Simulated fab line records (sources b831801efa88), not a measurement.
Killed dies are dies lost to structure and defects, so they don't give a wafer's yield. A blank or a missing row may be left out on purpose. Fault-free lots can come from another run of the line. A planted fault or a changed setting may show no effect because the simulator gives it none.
What tool caused it?    flow gf180mcu    11 lots with 33 wafers sampled at 6 steps, on a route of 602 steps

## WHAT EACH GAUGE READ, for each wafer
GF_POLY_GATE_THK_MEAS_01.
lot   measured      on             POLY_GATE_CVD_00_THK (nm)
L343  day 8 23:28   film-metro-02  200.5 198.9 200.5
L344  day 9 07:35   film-metro-02  198.1 199.8 200.5
L348  day 10 15:38  film-metro-02  201.4 201.1 198.9
L350  day 10 23:52  film-metro-02  198.5 199.1 197.9
L351  day 11 08:13  film-metro-02  200.0 200.3 200.0
L356  day 12 20:24  film-metro-01  109.0 109.8 107.9
L357  day 13 01:55  film-metro-01  107.5 106.1 106.5
L358  day 13 11:26  film-metro-02  107.8 108.1 105.6
L359  day 13 20:31  film-metro-02  199.3 199.1 197.5
L362  day 14 17:40  film-metro-01  200.0 201.1 199.0
L364  day 15 08:24  film-metro-02  198.2 199.8 201.1

GF_HV_LDD_OVL_MEAS_08.
lot   measured      on          HV_LDD_OVL (nm)
L343  day 10 12:25  overlay-02  0.0 -1.7 -2.3
L344  day 10 20:01  overlay-02  0.9 3.6 1.9
L348  day 12 07:25  overlay-01  0.2 0.0 -1.3
L350  day 12 15:22  overlay-02  3.8 2.1 3.1
L351  day 13 01:10  overlay-01  0.4 -0.5 1.0
L356  day 14 17:43  overlay-01  -0.2 -0.5 0.5
L357  day 14 21:07  overlay-01  0.6 0.1 1.4
L358  day 15 08:13  overlay-02  1.7 1.6 0.3
L359  day 15 16:22  overlay-01  0.5 -0.4 -2.5
L362  day 16 15:25  overlay-02  2.0 2.0 3.1
L364  day 17 06:18  overlay-01  0.6 -0.1 -1.3

## EACH LOT AND THE TOOL THAT RAN IT (in order: tool; ch and the chambers of the sampled wafers; start)
lot   GF_VT_IMPLANT_STRIP_20                GF_VT_IMPLANT_STRIP_42                GF_POLY_GATE_CVD_00          GF_POLY_GATE_ETCH_13
L343  plasma-asher-03 ch 0,1, day 6 17:13   plasma-asher-02 ch 0,1, day 8 00:56   lpcvd-02 ch 0, day 8 22:08   rie-si-02 ch 0,2,3, day 9 17:13
L344  plasma-asher-02 ch 0,1, day 7 01:04   plasma-asher-03 ch 0,1, day 8 09:25   lpcvd-01 ch 0, day 9 06:11   rie-si-01 ch 0,1,3, day 10 01:01
L348  plasma-asher-02 ch 0,1, day 8 01:50   plasma-asher-02 ch 0,1, day 9 11:10   lpcvd-01 ch 1, day 10 14:18  rie-si-01 ch 0,1,2, day 11 10:07
L350  plasma-asher-02 ch 0, day 8 14:31     plasma-asher-02 ch 0, day 10 00:38    lpcvd-01 ch 1, day 10 22:31  rie-si-01 ch 0,1,3, day 11 18:22
L351  plasma-asher-03 ch 0,1, day 8 20:52   plasma-asher-02 ch 0,1, day 10 07:19  lpcvd-01 ch 1, day 11 06:12  rie-si-01 ch 1,2,3, day 12 03:37
L356  plasma-asher-02 ch 0,1, day 10 06:05  plasma-asher-01 ch 0,1, day 11 18:13  lpcvd-01 ch 0, day 12 19:04  rie-si-02 ch 1,2,3, day 13 16:59
L357  plasma-asher-03 ch 0,1, day 10 10:43  plasma-asher-02 ch 0,1, day 12 00:01  lpcvd-01 ch 1, day 13 00:34  rie-si-02 ch 0,3, day 13 22:42
L358  plasma-asher-03 ch 0,1, day 10 17:07  plasma-asher-03 ch 0,1, day 12 05:54  lpcvd-01 ch 0, day 13 09:25  rie-si-01 ch 1,3, day 14 08:22
L359  plasma-asher-02 ch 0,1, day 11 02:22  plasma-asher-01 ch 0,1, day 12 16:40  lpcvd-02 ch 1, day 13 19:11  rie-si-01 ch 2,3, day 14 17:34
L362  plasma-asher-03 ch 0,1, day 11 23:19  plasma-asher-02 ch 0,1, day 13 15:11  lpcvd-02 ch 1, day 14 16:19  rie-si-01 ch 0,1,3, day 15 15:12
L364  plasma-asher-03 ch 0,1, day 12 10:16  plasma-asher-02 ch 0, day 14 03:35    lpcvd-02 ch 0, day 15 07:04  rie-si-02 ch 0,3, day 16 06:10
- GF_VT_IMPLANT_STRIP_20: strips in O2/N2.
- GF_VT_IMPLANT_STRIP_42: strips in O2/N2.
- GF_POLY_GATE_CVD_00: deposits poly-Si, target thk 200 nm, time 1200 s.
- GF_POLY_GATE_ETCH_13: etches poly-Si in HBr/Cl2, stops on SiO2, target depth 198.5 nm, time 69.6 s.

## AS READ BY THE TOOLS THEMSELVES (means over the sampled wafers that have a number; for cases with no such wafer, the mark the record gives instead)
GF_VT_IMPLANT_STRIP_20.
lot   tool             drypump-motor-current-A (A)  heater-power-w (W)  oes-product-au (a.u.)  strip-time-to-endpoint-s (s)
L343  plasma-asher-03  5.81                         340                 0.715                  12.607
L344  plasma-asher-02  6.08                         302                 0.713                  12.618
L348  plasma-asher-02  6.07                         303                 0.718                  12.603
L350  plasma-asher-02  6.15                         327                 0.714                  12.606
L351  plasma-asher-03  5.75                         332                 0.722                  12.641
L356  plasma-asher-02  6.07                         303                 0.715                  12.611
L357  plasma-asher-03  5.83                         334                 0.715                  12.633
L358  plasma-asher-03  5.74                         330                 0.716                  12.606
L359  plasma-asher-02  5.96                         280                 0.722                  12.640
L362  plasma-asher-03  5.83                         336                 0.713                  12.609
L364  plasma-asher-03  5.74                         335                 0.711                  12.618

GF_VT_IMPLANT_STRIP_42.
lot   tool             drypump-motor-current-A (A)  heater-power-w (W)  oes-product-au (a.u.)  strip-time-to-endpoint-s (s)
L343  plasma-asher-02  6.05                         305                 0.718                  12.57
L344  plasma-asher-03  5.83                         342                 0.719                  12.58
L348  plasma-asher-02  5.95                         281                 0.719                  12.66
L350  plasma-asher-02  6.15                         324                 0.717                  12.59
L351  plasma-asher-02  5.96                         279                 0.715                  12.61
L356  plasma-asher-01  5.89                         373                 0.715                  12.60
L357  plasma-asher-02  5.95                         278                 0.714                  12.62
L358  plasma-asher-03  5.76                         331                 0.722                  12.60
L359  plasma-asher-01  5.66                         362                 0.714                  12.58
L362  plasma-asher-02  6.07                         304                 0.713                  12.60
L364  plasma-asher-02  6.17                         327                 0.718                  12.62

GF_POLY_GATE_CVD_00.
lot   tool      zone-power-top-pct (%)
L343  lpcvd-02  23.5
L344  lpcvd-01  19.2
L348  lpcvd-01  21.3
L350  lpcvd-01  21.5
L351  lpcvd-01  21.3
L356  lpcvd-01  19.1
L357  lpcvd-01  21.7
L358  lpcvd-01  19.1
L359  lpcvd-02  21.4
L362  lpcvd-02  21.4
L364  lpcvd-02  23.3

GF_POLY_GATE_ETCH_13.
lot   tool       bias-w (W)  drypump-motor-current-A (A)  oes-product-au (a.u.)  throttle-valve-pct (%)
L343  rie-si-02  99.91       6.1                          0.997                  33.692
L344  rie-si-01  100.23      6.2                          1.000                  33.680
L348  rie-si-01  99.77       6.0                          0.989                  33.685
L350  rie-si-01  99.87       6.2                          0.985                  33.685
L351  rie-si-01  99.99       6.1                          1.002                  33.687
L356  rie-si-02  99.92       5.7                          0.680                  33.680
L357  rie-si-02  99.99       6.3                          0.663                  33.686
L358  rie-si-01  99.97       6.3                          0.672                  33.680
L359  rie-si-01  99.88       5.9                          0.996                  33.687
L362  rie-si-01  99.97       6.1                          0.990                  33.692
L364  rie-si-02  99.94       5.9                          0.985                  33.683

## THE ANSWER, worked out from the rows above alone
Rule: the usual values come from the lots themselves. The widest of any qualifying gaps counts: lots, ordered by their means at a reading, are off when they make up no more than a third of the lots, leave a main group of 4 or more, and stand apart from it by 3 or more times the standard deviation of that group's means. A main group is skipped when, at the precision printed for the reading in the tables above, its means are all equal. A lot without any number at a reading at which 4 lots or more have one is off too. Any other lot the step has rows for is counted as sound. Order of review: gauges by route order, followed by the tools' own readings, for which a lot's mean as printed above is used. The first step at which some lot is off is used, and at that step the reading that is off furthest; a lot without a number counts as furthest.
Off: L356, L357, L358, at GF_POLY_GATE_THK_MEAS_01 (POLY_GATE_CVD_00_THK). The main group: mean 199.6 nm, standard deviation 0.66.
If a tool, at a process step before that reading, ran all the lots that are off and no sound lot after the first of them, it fits. Not tried: the gauges at GF_POLY_GATE_THK_MEAS_01; whatever is off there is also off at GF_POLY_GATE_ETCH_13, on other tools, and gauge error can't account for it. One fits: GF_POLY_GATE_CVD_00 on lpcvd-01. Its last sound lot is L351 (day 11 06:12), its first lot that is off L356 (day 12 19:04): a fault that began between those two fits.

## WHAT THE SIMULATOR HAD PUT IN
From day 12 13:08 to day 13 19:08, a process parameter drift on lpcvd-01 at GF_POLY_GATE_CVD_00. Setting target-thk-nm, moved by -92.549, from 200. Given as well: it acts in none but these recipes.
Shown lots that were struck: L356, L357, L358. The rule above found the same.
